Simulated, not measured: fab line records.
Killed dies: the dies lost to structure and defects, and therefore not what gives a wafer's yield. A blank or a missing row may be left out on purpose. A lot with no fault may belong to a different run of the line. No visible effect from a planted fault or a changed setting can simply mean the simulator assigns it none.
What tool caused it? | flow sky130 | Sampling: 12 lots, 36 wafers, 4 of 708 route steps

== WHAT THE GAUGES READ, wafer by wafer ==
SKY_GATE_OXIDE_THK_MEAS_02. Usual: for GATE_OXIDE_OXIDATION_00_THK the level is 10.38 nm and the standard deviation is 0.2.
lot  | measured     | on            | GATE_OXIDE_OXIDATION_00_THK (nm) | flag
L953 | day 12 20:07 | film_metro-04 | 10.79 10.68 10.61                |
L954 | day 13 05:02 | film_metro-03 | 10.54 10.47 10.45                |
L955 | day 13 13:02 | film_metro-01 | 10.10 10.19 10.34                |
L957 | day 14 13:10 | film_metro-01 | 11.69 11.71 11.72                | OFF
L958 | day 14 14:34 | film_metro-03 | 11.89 11.94 11.82                | OFF
L969 | day 18 12:18 | film_metro-04 | 10.63 10.37 10.51                |
L970 | day 18 12:32 | film_metro-03 | 10.36 10.22 10.26                |
L971 | day 18 21:53 | film_metro-04 | 10.02 10.35 10.26                |
L972 | day 19 05:06 | film_metro-04 | 10.42 10.38 10.50                |
L973 | day 19 12:12 | film_metro-03 | 10.44 10.26 10.20                |
L974 | day 19 20:34 | film_metro-04 | 10.42 10.56 10.43                |
L976 | day 20 21:17 | film_metro-04 | 10.17 10.24 10.11                |

SKY_LI_CONTACT_THK_MEAS_23: measures by xrf. Usual: for LI_CONTACT_W_THK the level is 408 nm and the standard deviation is 8.1.
lot  | measured     | on            | LI_CONTACT_W_THK (nm) | flag
L953 | day 29 05:20 | film_metro-03 | 407 404 399           |
L954 | day 29 14:52 | film_metro-03 | 401 402 419           |
L955 | day 29 23:28 | film_metro-01 | 405 412 408           |
L957 | day 30 21:49 | film_metro-03 | 414 412 410           |
L958 | day 31 02:48 | film_metro-03 | 405 406 408           |
L969 | day 34 21:42 | film_metro-01 | 409 401 405           |
L970 | day 34 22:45 | film_metro-03 | 398 405 398           |
L971 | day 35 02:12 | film_metro-02 | 403 403 400           |
L972 | day 35 06:40 | film_metro-03 | 414 415 411           |
L973 | day 35 13:31 | film_metro-01 | 417 411 417           |
L974 | day 35 23:35 | film_metro-03 | 416 417 419           |
L976 | day 36 19:16 | film_metro-03 | 398 421 404           |

== WHAT TOOL EACH LOT RAN ON (gives the tool, then ch and the chambers of the sampled wafers, and finally the start) ==
lot  | SKY_GATE_OXIDE_OXIDATION_01   | SKY_SD_N_RTA_14
L953 | furnace-02 ch 0, day 12 18:42 | rtp_anneal-02 ch 0, day 28 00:49
L954 | furnace-01 ch 0, day 13 03:38 | rtp_anneal-01 ch 0, day 28 10:47
L955 | furnace-02 ch 0, day 13 11:38 | rtp_anneal-02 ch 0, day 28 17:19
L957 | furnace-01 ch 0, day 14 11:44 | rtp_anneal-02 ch 0, day 29 16:44
L958 | furnace-01 ch 0, day 14 13:09 | rtp_anneal-01 ch 0, day 29 20:30
L969 | furnace-01 ch 0, day 18 10:54 | rtp_anneal-02 ch 0, day 33 17:35
L970 | furnace-02 ch 0, day 18 11:08 | rtp_anneal-01 ch 0, day 33 18:14
L971 | furnace-02 ch 0, day 18 20:27 | rtp_anneal-02 ch 0, day 33 21:51
L972 | furnace-01 ch 0, day 19 03:41 | rtp_anneal-01 ch 0, day 34 01:23
L973 | furnace-01 ch 0, day 19 10:46 | rtp_anneal-02 ch 0, day 34 08:26
L974 | furnace-01 ch 0, day 19 19:09 | rtp_anneal-01 ch 0, day 34 19:02
L976 | furnace-02 ch 0, day 20 19:53 | rtp_anneal-01 ch 0, day 35 14:56
- SKY_GATE_OXIDE_OXIDATION_01: stabilise 600 s, purge 300 s, target thk 10.268 nm.
- SKY_SD_N_RTA_14: time 2 s.

== WHAT THE TOOLS THEMSELVES READ (means of the sampled wafers that have a number; where no wafer has one, the mark that the record gives instead) ==
SKY_GATE_OXIDE_OXIDATION_01. Usual: spike_tc_lower_C 900.3 C, standard deviation 1.1.
lot  | tool       | spike_tc_lower_C (C) | flag
L953 | furnace-02 | 898.6                |
L954 | furnace-01 | 901.6                |
L955 | furnace-02 | 898.9                |
L957 | furnace-01 | 901.1                |
L958 | furnace-01 | 901.3                |
L969 | furnace-01 | 900.0                |
L970 | furnace-02 | 899.6                |
L971 | furnace-02 | 899.3                |
L972 | furnace-01 | 901.3                |
L973 | furnace-01 | 901.0                |
L974 | furnace-01 | 900.8                |
L976 | furnace-02 | 900.6                |

SKY_SD_N_RTA_14. Usual: lamp_power_pct 15.73 %, standard deviation 0.056; wafer_temp_C_max 1078.0, standard deviation 1.5.
lot  | tool          | lamp_power_pct (%) | wafer_temp_C_max | flag
L953 | rtp_anneal-02 | 15.76              | 1077.8           |
L954 | rtp_anneal-01 | 15.69              | 1078.2           |
L955 | rtp_anneal-02 | 15.75              | 1076.9           |
L957 | rtp_anneal-02 | 15.75              | 1077.8           |
L958 | rtp_anneal-01 | 15.77              | 1078.3           |
L969 | rtp_anneal-02 | 15.72              | 1077.6           |
L970 | rtp_anneal-01 | 15.72              | 1079.0           |
L971 | rtp_anneal-02 | 15.76              | 1077.5           |
L972 | rtp_anneal-01 | 15.73              | 1079.4           |
L973 | rtp_anneal-02 | 15.78              | 1076.5           |
L974 | rtp_anneal-01 | 15.75              | 1077.7           |
L976 | rtp_anneal-01 | 15.71              | 1078.8           |

== THE ANSWER, worked out from the rows above alone ==
Rule: take the mean of a lot's wafers that have a number; if it is more than 3 standard deviations from the usual mean, the lot is off. Also off: a lot with no number at a reading for which 4 or more lots have one. Any other lot the step has rows for is counted as sound. First the gauges in route order, then the tools' own readings, where a lot's mean is used as printed above. At the first step where some lot is off, the reading lying furthest off is the one used; lots without a number count as furthest.
Off: L957, L958, seen at SKY_GATE_OXIDE_THK_MEAS_02 (GATE_OXIDE_OXIDATION_00_THK).
A tool fits if, at a process step before that reading, it ran every lot that is off, and no sound lot after the first of them. Gauges at SKY_GATE_OXIDE_THK_MEAS_02: tried the same way as those tools. None of those tried fits.

== WHAT THE SIMULATOR HAD PUT IN ==
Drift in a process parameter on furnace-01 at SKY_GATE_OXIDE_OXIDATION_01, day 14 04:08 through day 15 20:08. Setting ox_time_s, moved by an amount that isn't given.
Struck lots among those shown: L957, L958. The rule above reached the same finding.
